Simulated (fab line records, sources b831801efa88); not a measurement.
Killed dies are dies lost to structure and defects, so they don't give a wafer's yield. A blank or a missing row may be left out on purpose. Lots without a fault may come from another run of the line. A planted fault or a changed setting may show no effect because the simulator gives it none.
Chamber matching | flow gf180mcu | GF_V3_CMP_04 on cmp-01: 4 sister chambers
The step polishes SiO2. 8 wafers are shown with their chamber, then 7 later ones without.

WAFERS WITH THEIR CHAMBER
wafer  | chamber | motor_current_A (A) | retaining_ring_pressure_frac
L562.5 | 1       | 11.3                | 1.007
L567.4 | 2       | 12.1                | 1.004
L567.6 | 3       | 10.7                | 0.993
L569.1 | 1       | 12.1                | 1.002
L569.2 | 2       | 11.9                | 1.010
L569.3 | 0       | 10.5                | 0.998
L570.1 | 3       | 11.0                | 0.997
L570.4 | 0       | 10.8                | 0.997

WAFERS WITHOUT THEIR CHAMBER
wafer  | motor_current_A (A) | retaining_ring_pressure_frac
L570.6 | 10.5                | 1.004
L571.2 | 12.2                | 0.995
L571.5 | 12.5                | 0.999
L571.6 | 11.2                | 0.999
L574.1 | 11.0                | 1.005
L574.4 | 9.9                 | 1.002
L576.1 | 11.3                | 0.998

WHICH CHAMBER EACH WENT THROUGH
wafer  | from the rows above               | in truth
L570.6 | can't be placed: 0 or 3 or 1      | 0
L571.2 | can't be placed: 1 or 2 or 3 or 0 | 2
L571.5 | can't be placed: 2 or 1           | 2
L571.6 | can't be placed: 3 or 0 or 1 or 2 | 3
L574.1 | can't be placed: 1 or 0 or 2 or 3 | 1
L574.4 | can't be placed: 0 or 3           | 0
L576.1 | can't be placed: 3 or 0 or 1 or 2 | 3
Placed correctly: 0 of 7. Can't be placed from these rows: 7 (the true chamber is among the candidates in 7). Placed wrongly: 0.
How it was worked out, from the rows above alone: a wafer's distance from a chamber is the root of the sum, over the readings, of the square of ((its reading less the chamber's mean) divided by the reading's scatter). The wafer belongs to the nearest chamber; if the next one is less than 2 further off, it can't be placed. A chamber's mean is the mean of its shown wafers. The scatter: the root of (the sum of the squares of (reading less its chamber's mean) over the shown wafers, divided by (wafers less chambers)).
